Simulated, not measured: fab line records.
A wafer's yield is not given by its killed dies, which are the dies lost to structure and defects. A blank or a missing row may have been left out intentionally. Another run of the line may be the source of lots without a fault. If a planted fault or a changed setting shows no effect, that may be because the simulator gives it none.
8D (eight disciplines) problem report, filled in by code | flow sky130 | the parts of the form that need people (team, actions taken, sign-off) are left out

## 1. THE PROBLEM
Wafers with no fault read 0.978 a.u. with a standard deviation of 0.0065, whereas oes_product_au at SKY_PAD_OPEN_ETCH_07 reads a mean of 0.875 a.u. on 1 wafer of 1 lot. That is -16 standard deviations from the usual mean.
The step: etches the open film in CF4/O2, stops on AlCu, target depth 725 nm, time 161.1 s.
Earliest sighting: wafer L871.1 on rie_diel-04 at day 47 09:27. At this step, 15 wafers from 5 lots have a number in the record. By rule, "out" or "out of limits" means more than 4 standard deviations away from the usual mean. All remaining wafers that have a number are taken as sound.

## 2. WHAT IT IS, AND WHAT IT ISN'T
question                    | is                                 | is not
which readings at this step | oes_product_au, throttle_valve_pct | drypump_motor_current_A
which lots                  | L871                               | L881, L883, L885, L886
which wafers of those lots  | L871.1                             | L871.2, L871.4
read on which tools         | rie_diel-04                        | rie_diel-02, rie_diel-03
when                        | from day 47 09:27                  | up to then (2 sound wafers); but 12 sound wafers of L881, L883, L885, L886 came after

## 3. SUSPECTS, AND WHAT RULES EACH OUT
Counting: if a tool at a process step up to the reading ran every lot that is out, it stays a suspect. Sound lots after the first of them don't rule it out here, since some wafers of a struck lot are sound.
- rie_diel-01 at SKY_PASSIVATION_ETCH_11 (etches the open film in CF4/O2, stops on AlCu, target depth 725 nm, time 161.1 s): kept. It ran the lot that is out, L871 (day 46 13:41).
- plasma_asher-01 at SKY_PASSIVATION_STRIP_12 (strips in O2/N2): kept. It ran the lot that is out, L871 (day 46 13:47).
- rie_diel-04 at SKY_PAD_OPEN_ETCH_07 (etches the open film in CF4/O2, stops on AlCu, target depth 725 nm, time 161.1 s): kept. It ran the lot that is out, L871 (day 47 09:27). On those wafers its own readings are out: oes_product_au, throttle_valve_pct.
- Within rie_diel-01 at SKY_PASSIVATION_ETCH_11: the wafers that are out ran in chamber 3; their sound lot-mates ran in chambers 0, 1.
- Within rie_diel-04 at SKY_PAD_OPEN_ETCH_07: the wafers that are out ran in chamber 0; their sound lot-mates ran in chambers 2, 3.
The count leaves rie_diel-01 at SKY_PASSIVATION_ETCH_11, plasma_asher-01 at SKY_PASSIVATION_STRIP_12, and rie_diel-04 at SKY_PAD_OPEN_ETCH_07.

## 4. THE CAUSE (what the simulator had put in)
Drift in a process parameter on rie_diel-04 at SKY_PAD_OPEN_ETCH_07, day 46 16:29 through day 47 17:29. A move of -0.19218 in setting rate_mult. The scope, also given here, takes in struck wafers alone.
After counting, 3 suspects remain, this tool included.

## 5. THE EFFECT CHAIN, in route order
Each row: a reading whose mean over the struck wafers that have a number lies more than 3 standard deviations from the usual. Only readings for which the record gives a usual standard deviation are gone through. hours: the time from each lot's start at the first step in this table that gives one to its start at this step, as a median over the lots. sigmas: the change in usual standard deviations.
hours | step                 | reading            | usual      | on struck wafers | change | sigmas
0     | SKY_PAD_OPEN_ETCH_07 | oes_product_au     | 0.978 a.u. | 0.875            | -0.103 | -16
0     | SKY_PAD_OPEN_ETCH_07 | throttle_valve_pct | 5.965 %    | 5.913            | -0.052 | -5.6
Its process steps:
- SKY_PAD_OPEN_ETCH_07: etches the open film in CF4/O2, stops on AlCu, target depth 725 nm, time 161.1 s.

## 6. HOW IT WOULD HAVE BEEN CAUGHT EARLIER
In this record no reading fell out of limits until day 47 09:27, 17 hours after the fault had begun at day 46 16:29.
